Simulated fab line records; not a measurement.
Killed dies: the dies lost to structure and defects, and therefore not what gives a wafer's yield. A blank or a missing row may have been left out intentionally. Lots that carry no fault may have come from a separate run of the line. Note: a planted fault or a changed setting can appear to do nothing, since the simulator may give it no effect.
A struck lot beside a sound one || flow sky130 || 37 out of 708 route steps
Sound: these wafers, L626.1, L626.5, L626.6. Struck: wafers L647.2, L647.3, L647.4. The cause is given at the end.
Order at every step that has rows: each side's tool, ch and its chambers, its first start. Under that, the readings that differ: sound wafers || struck wafers || difference of the means || sigmas: that difference in standard deviations of wafers without a fault.
alike: a reading whose means differ by less than 2 such deviations, as well as words and numbers matching on both sides. not compared: withheld readings; readings where some wafer has no value; bounds like >300 that might hide an equal value; numbers whose values overlap and for which the record gives no deviation.
A row with sigmas, a row that says differs or no value, or rows on one side alone: a step with any of these is where the two part. Numbers that have no deviation but don't overlap get no sigmas and don't part them. Lack of a reading on every wafer of one side parts them only where that side has two or more wafers.

first, 10 steps without rows for these wafers: SKY_LDD_LDN_SOFTBAKE_03 (time 60 s); SKY_LDD_LDN_EXPOSE_04 (exposes mask LDNTM, target cd 700 nm); SKY_LDD_LDN_PEB_05; SKY_LDD_LDN_DEVELOP_06 (develop time 60 s); SKY_LDD_LDN_IMPLANT_08; SKY_LDD_LDN_IMPLANT_09; SKY_LDD_LDN_IMPLANT_10; SKY_LDD_LDN_IMPLANT_11; SKY_LDD_LDN_STRIP_12 (strips in O2/N2); SKY_LDD_LDN_CLEAN_14 (cleans in SC1/SC2, time 150 s).
SKY_SPACER_CVD_00: deposits Si3N4 from DCS/NH3, target thk 43.1 nm, time 740 s.
  sound on lpcvd-02 ch 1, day 23 09:04; struck on lpcvd-02 ch 1, day 30 17:40
{"reading": "spike_tc_bottom_C (C)", "sound": "792.4 791.9 790.4", "struck": "802.8 801.1 801.4", "difference": "+10.2", "sigmas": "+9"}
{"reading": "spike_tc_centre_C (C)", "sound": "769.4 769.9 769.0", "struck": "778.6 780.2 779.3", "difference": "+9.9", "sigmas": "+10"}
{"reading": "spike_tc_lower_C (C)", "sound": "770.7 770.1 770.8", "struck": "778.7 781.1 781.5", "difference": "+9.9", "sigmas": "+10"}
{"reading": "spike_tc_top_C (C)", "sound": "784.3 784.6 785.7", "struck": "795.2 794.2 796.8", "difference": "+10.5", "sigmas": "+6"}
{"reading": "spike_tc_upper_C (C)", "sound": "766.3 766.4 767.9", "struck": "779.8 778.0 779.2", "difference": "+12.1", "sigmas": "+9"}
{"reading": "susceptor_temp_C (C)", "sound": "770.0 769.9 769.9", "struck": "779.5 779.4 779.2", "difference": "+9.4", "sigmas": "+29"}
{"reading": "zone_power_lower_pct (%)", "sound": "13.44 13.49 13.32", "struck": "13.91 13.55 13.71", "difference": "+0.31", "sigmas": "+2"}
{"reading": "model.Si3N4_of_SPACER_CVD_00.thk_nm (nm)", "sound": "43.36 43.52 43.05", "struck": "50.39 50.82 50.95", "difference": "+7.41", "sigmas": ""}
SKY_SPACER_THK_MEAS_01:
  sound on film_metro-04 at day 23 10:17; struck on film_metro-01 at day 30 18:52
{"reading": "SPACER_CVD_00_THK (nm)", "sound": "43.3 43.5 43.1", "struck": "50.4 50.8 50.9", "difference": "+7.4", "sigmas": "+17"}
SKY_SPACER_ETCHBACK_02: etches Si3N4 in CH3F/O2, stops on SiO2, time 46.7 s, target depth 45 nm.
  sound on rie_diel-01 ch 0,1,3, day 23 10:20; struck on rie_diel-02 ch 1,2,3, day 30 18:55
{"reading": "oes_product_au (a.u.)", "sound": "0.856 0.860 0.857", "struck": "0.938 0.939 0.946", "difference": "+0.083", "sigmas": "+13"}
{"reading": "model.etch.depth_nm (nm)", "sound": "43.36 43.52 43.05", "struck": "50.39 50.82 50.95", "difference": "+7.41", "sigmas": ""}
  alike: O2_flow_sccm, drypump_motor_current_A, throttle_valve_pct
  not compared: rf_hours_counter_h
then, 22 steps without rows for these wafers: SKY_POLY_CUT_DEHYDRATE_00 (time 60 s); SKY_POLY_CUT_HMDS_01 (prime time 60 s); SKY_POLY_CUT_COAT_02 (resist thk 60 nm); SKY_POLY_CUT_COAT_03 (resist thk 450 nm); SKY_POLY_CUT_SOFTBAKE_04 (time 90 s); SKY_POLY_CUT_EXPOSE_05 (exposes mask NPCM, target cd 270 nm); SKY_POLY_CUT_PEB_06; SKY_POLY_CUT_DEVELOP_07 (develop time 60 s); SKY_POLY_CUT_ETCH_10 (etches BARC in N2/H2, stops on SiO2, time 45.9 s, target depth 60 nm); SKY_POLY_CUT_ETCH_11 (etches Si3N4 in CF4/CH2F2/Ar, stops on poly-Si, time 42.5 s, target depth 60 nm); SKY_POLY_CUT_STRIP_12 (strips in O2/N2); SKY_SD_P_DEHYDRATE_00 (time 60 s); SKY_SD_P_HMDS_01 (prime time 60 s); SKY_SD_P_COAT_02 (resist thk 1140 nm); SKY_SD_P_SOFTBAKE_03 (time 60 s); SKY_SD_P_EXPOSE_04 (exposes mask PSDM, target cd 380 nm); SKY_SD_P_PEB_05; SKY_SD_P_DEVELOP_06 (develop time 60 s); SKY_SD_P_IMPLANT_09; SKY_SD_P_STRIP_10 (strips in O2/N2); SKY_RES_XHIGH_DEHYDRATE_00 (time 60 s); SKY_RES_XHIGH_HMDS_01 (prime time 60 s).
-- the record jumps here: 5 days lie between the struck wafers' starts before and after (it left off in module RES_XHIGH and takes up again in module SALICIDE, whose first step shown is number 361 of the route) --
SKY_SALICIDE_CLEAN_00: cleans in HF-last, time 30 s.
  sound on wet_bench-01 ch 3, day 28 12:47; struck on wet_bench-02 ch 2, day 35 11:30
{"reading": "model.Si3N4_of_SPACER_CVD_00.thk_nm (nm)", "sound": "42.38 42.54 42.07", "struck": "49.41 49.84 49.97", "difference": "+7.41", "sigmas": ""}
-- the record jumps here: 16 days lie between the struck wafers' starts before and after (it left off in module SALICIDE and takes up again in module PAD_OPEN, whose first step shown is number 708 of the route) --
SKY_PAD_OPEN_PROBE_99:
  sound on prober-01 at day 46 12:13; struck on prober-02 at day 51 06:26
{"reading": "killed_at_M0_to_M3", "sound": "53 51 59", "struck": "38 29 34", "difference": -21, "sigmas": -3}
{"reading": "killed_at_M4_up", "sound": "6 6 8", "struck": "1 2 4", "difference": -4, "sigmas": -2}
{"reading": "killed_at_contacts", "sound": "18 18 17", "struck": "28 36 25", "difference": "+12", "sigmas": "+2"}
{"reading": "model.etest.pfet_01v8.r_on_ohm_um", "sound": "2914 2939 2971", "struck": "3087 3076 3161", "difference": "+167", "sigmas": ""}
{"reading": "model.etest.nfet_g5v0d10v5.r_on_ohm_um", "sound": "1895 1901 1894", "struck": "1912 1939 1941", "difference": "+34", "sigmas": ""}
{"reading": "model.etest.sonos_uncharged.r_on_ohm_um", "sound": "825.6 832.9 830.4", "struck": "851.1 862 862.9", "difference": "+29.0", "sigmas": ""}
{"reading": "model.etest.pfet_01v8.drive_ua_um", "sound": "192.7 188 183.8", "struck": "180 179.3 177.7", "difference": -9, "sigmas": ""}
{"reading": "model.etest.pfet_01v8_hvt.drive_ua_um", "sound": "140.1 139.9 134.9", "struck": "132.6 131 130.1", "difference": -7.1, "sigmas": ""}
{"reading": "model.etest.sram_pfet_latch.drive_ua_um", "sound": "144.6 137.4 135.3", "struck": "133.2 131.2 128.3", "difference": -8.2, "sigmas": ""}
{"reading": "model.etest.pfet_01v8_mvt.drive_ua_um", "sound": "149.1 148.2 147.1", "struck": "146.2 146.1 144.9", "difference": -2.4, "sigmas": ""}
{"reading": "model.etest.pfet_01v8_lvt.drive_ua_um", "sound": "175.9 175.8 173.9", "struck": "169.1 168.3 165.5", "difference": -7.6, "sigmas": ""}
  alike: killed_at_front_end, killed_at_other, killed_dies, killed_open, killed_short

== WHERE THEY PART ==
Earliest at SKY_SPACER_CVD_00; latest, in this record, at SKY_PAD_OPEN_PROBE_99.

WHY: what had been put in by the simulator
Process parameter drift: lpcvd-02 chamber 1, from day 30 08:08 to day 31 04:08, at SKY_SPACER_CVD_00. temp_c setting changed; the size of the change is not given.
